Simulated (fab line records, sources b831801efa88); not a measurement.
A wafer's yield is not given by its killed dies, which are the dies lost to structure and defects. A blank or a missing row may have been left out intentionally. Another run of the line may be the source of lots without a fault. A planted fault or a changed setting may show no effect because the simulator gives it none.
Commonality check across tools || flow gf180mcu || 12 lots, 36 wafers sampled

== THE REASON FOR OPENING IT ==
GF_V2_RS_MEAS_24, reading V2_W_RS: flagged on 3 of 12 lots. Fault-free wafers read 0.328 ohm/sq, with a standard deviation of 0.0045.
Rule: flag the lot when none of its wafers has a number, or when each of its wafers that has one lies beyond 4 standard deviations from that mean. The rest of the lots are taken to be sound.

{"lot": "L236", "measured": "day 20 07:01", "on": "film-metro-02", "V2_W_RS (ohm/sq), wafer by wafer": "0.335 0.329 0.334", "flag": ""}
{"lot": "L238", "measured": "day 21 00:35", "on": "film-metro-02", "V2_W_RS (ohm/sq), wafer by wafer": "0.323 0.334 0.321", "flag": ""}
{"lot": "L239", "measured": "day 21 15:03", "on": "film-metro-01", "V2_W_RS (ohm/sq), wafer by wafer": "0.323 0.323 0.336", "flag": ""}
{"lot": "L240", "measured": "day 22 00:44", "on": "film-metro-02", "V2_W_RS (ohm/sq), wafer by wafer": "0.320 0.335 0.333", "flag": ""}
{"lot": "L244", "measured": "day 23 09:02", "on": "film-metro-03", "V2_W_RS (ohm/sq), wafer by wafer": "0.322 0.333 0.334", "flag": ""}
{"lot": "L250", "measured": "day 25 21:56", "on": "film-metro-03", "V2_W_RS (ohm/sq), wafer by wafer": "0.332 0.334 0.325", "flag": ""}
{"lot": "L249", "measured": "day 25 22:58", "on": "film-metro-01", "V2_W_RS (ohm/sq), wafer by wafer": "0.323 0.331 0.334", "flag": ""}
{"lot": "L251", "measured": "day 26 05:29", "on": "film-metro-02", "V2_W_RS (ohm/sq), wafer by wafer": "0.322 0.323 0.331", "flag": ""}
{"lot": "L252", "measured": "day 26 11:37", "on": "film-metro-02", "V2_W_RS (ohm/sq), wafer by wafer": "0.382 0.386 0.391", "flag": "FLAGGED"}
{"lot": "L254", "measured": "day 27 00:53", "on": "film-metro-02", "V2_W_RS (ohm/sq), wafer by wafer": "0.324 0.323 0.324", "flag": ""}
{"lot": "L253", "measured": "day 27 01:59", "on": "film-metro-01", "V2_W_RS (ohm/sq), wafer by wafer": "0.390 0.389 0.385", "flag": "FLAGGED"}
{"lot": "L255", "measured": "day 27 11:35", "on": "film-metro-01", "V2_W_RS (ohm/sq), wafer by wafer": "0.387 0.395 0.379", "flag": "FLAGGED"}
Average over the flagged lots: 0.387 ohm/sq; offset from the usual +0.059 ohm/sq, equal to +13 standard deviations.

== WHICH TOOL EACH LOT WENT THROUGH ==
The record holds 3 process steps before the reading, out of a route of 602 steps. Every cell lists first the tool, next ch and the chambers used by the sampled wafers, and last the start.
{"lot": "L236", "flag": "", "GF_V1_CMP_04": "cmp-02 ch 1,2,3, day 17 03:44", "GF_M2_SPUTTER_00": "pvd-sputter-02, day 18 03:54", "GF_V2_CVD_23": "cvd-w-01 ch 0,1, day 20 06:53"}
{"lot": "L238", "flag": "", "GF_V1_CMP_04": "cmp-01 ch 1,2, day 17 20:37", "GF_M2_SPUTTER_00": "pvd-sputter-02, day 18 22:12", "GF_V2_CVD_23": "cvd-w-02 ch 0,1, day 21 00:29"}
{"lot": "L239", "flag": "", "GF_V1_CMP_04": "cmp-02 ch 0,1, day 18 09:38", "GF_M2_SPUTTER_00": "pvd-sputter-01, day 19 11:45", "GF_V2_CVD_23": "cvd-w-02 ch 0,1, day 21 14:55"}
{"lot": "L240", "flag": "", "GF_V1_CMP_04": "cmp-02 ch 0,1,3, day 18 19:20", "GF_M2_SPUTTER_00": "pvd-sputter-03, day 19 21:39", "GF_V2_CVD_23": "cvd-w-02 ch 0,1, day 22 00:37"}
{"lot": "L244", "flag": "", "GF_V1_CMP_04": "cmp-02 ch 0,3, day 20 05:08", "GF_M2_SPUTTER_00": "pvd-sputter-03, day 21 07:00", "GF_V2_CVD_23": "cvd-w-02 ch 0,1, day 23 08:55"}
{"lot": "L250", "flag": "", "GF_V1_CMP_04": "cmp-02 ch 0,1, day 22 21:43", "GF_M2_SPUTTER_00": "pvd-sputter-02, day 23 22:52", "GF_V2_CVD_23": "cvd-w-02 ch 0,1, day 25 21:48"}
{"lot": "L249", "flag": "", "GF_V1_CMP_04": "cmp-01 ch 1,2,3, day 23 00:10", "GF_M2_SPUTTER_00": "pvd-sputter-02, day 24 00:53", "GF_V2_CVD_23": "cvd-w-01 ch 0,1, day 25 22:51"}
{"lot": "L251", "flag": "", "GF_V1_CMP_04": "cmp-02 ch 0,1,2, day 23 06:37", "GF_M2_SPUTTER_00": "pvd-sputter-03, day 24 07:25", "GF_V2_CVD_23": "cvd-w-01 ch 0,1, day 26 05:21"}
{"lot": "L252", "flag": "FLAGGED", "GF_V1_CMP_04": "cmp-01 ch 0,3, day 23 13:56", "GF_M2_SPUTTER_00": "pvd-sputter-02, day 24 13:38", "GF_V2_CVD_23": "cvd-w-02 ch 0,1, day 26 11:29"}
{"lot": "L254", "flag": "", "GF_V1_CMP_04": "cmp-02 ch 0,1,3, day 24 03:29", "GF_M2_SPUTTER_00": "pvd-sputter-02, day 25 03:15", "GF_V2_CVD_23": "cvd-w-01 ch 0, day 27 00:40"}
{"lot": "L253", "flag": "FLAGGED", "GF_V1_CMP_04": "cmp-02 ch 0,3, day 24 04:19", "GF_M2_SPUTTER_00": "pvd-sputter-01, day 25 04:37", "GF_V2_CVD_23": "cvd-w-02 ch 0,1, day 27 01:51"}
{"lot": "L255", "flag": "FLAGGED", "GF_V1_CMP_04": "cmp-01 ch 0,2,3, day 24 14:44", "GF_M2_SPUTTER_00": "pvd-sputter-02, day 25 13:56", "GF_V2_CVD_23": "cvd-w-02 ch 0,1, day 27 11:28"}
What is done by these steps:
- GF_V1_CMP_04: polishes SiO2.
- GF_M2_SPUTTER_00: material Ti, target thk 37.5 nm, time 150 s.
- GF_V2_CVD_23: deposits W, target thk 350 nm, time 104.94 s.
- GF_V2_RS_MEAS_24: measures by four-point-probe.

== FLAGGED AGAINST TOTAL, ONE TOOL AT A TIME (gauges that did the reading follow at the end) ==
{"step": "GF_V1_CMP_04", "tool": "cmp-01", "lots run": 4, "flagged": 2, "share of the flagged lots": "some", "sound lots run after its first flagged lot": 0}
{"step": "GF_V1_CMP_04", "tool": "cmp-02", "lots run": 8, "flagged": 1, "share of the flagged lots": "some", "sound lots run after its first flagged lot": 0}
{"step": "GF_M2_SPUTTER_00", "tool": "pvd-sputter-01", "lots run": 2, "flagged": 1, "share of the flagged lots": "some", "sound lots run after its first flagged lot": 0}
{"step": "GF_M2_SPUTTER_00", "tool": "pvd-sputter-02", "lots run": 7, "flagged": 2, "share of the flagged lots": "some", "sound lots run after its first flagged lot": "1 (L254)"}
{"step": "GF_M2_SPUTTER_00", "tool": "pvd-sputter-03", "lots run": 3, "flagged": 0, "share of the flagged lots": "none", "sound lots run after its first flagged lot": "-"}
{"step": "GF_V2_CVD_23", "tool": "cvd-w-01", "lots run": 4, "flagged": 0, "share of the flagged lots": "none", "sound lots run after its first flagged lot": "-"}
{"step": "GF_V2_CVD_23", "tool": "cvd-w-02", "lots run": 8, "flagged": 3, "share of the flagged lots": "all", "sound lots run after its first flagged lot": 0}
{"step": "GF_V2_RS_MEAS_24", "tool": "film-metro-01", "lots run": 4, "flagged": 2, "share of the flagged lots": "some", "sound lots run after its first flagged lot": 0}
{"step": "GF_V2_RS_MEAS_24", "tool": "film-metro-02", "lots run": 6, "flagged": 1, "share of the flagged lots": "some", "sound lots run after its first flagged lot": "1 (L254)"}
{"step": "GF_V2_RS_MEAS_24", "tool": "film-metro-03", "lots run": 2, "flagged": 0, "share of the flagged lots": "none", "sound lots run after its first flagged lot": "-"}

== WHAT IS ALLOWED BY THE TABLE ==
1 row of the table ran every flagged lot: cvd-w-02 at GF_V2_CVD_23.
- cvd-w-02 at GF_V2_CVD_23 ran 8 lots, 3 of them flagged. It ran its last sound lot, L250, at day 25 21:48 and its first flagged lot, L252, at day 26 11:29: a fault with its onset between the two fits.
One tool is left: cvd-w-02 at GF_V2_CVD_23.

== WHAT WAS PUT IN BY THE SIMULATOR ==
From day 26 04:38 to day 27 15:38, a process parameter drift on cvd-w-02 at GF_V2_CVD_23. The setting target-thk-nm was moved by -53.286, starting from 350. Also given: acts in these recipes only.
Struck lots among those shown: L252, L253, L255. The rule above found the same.
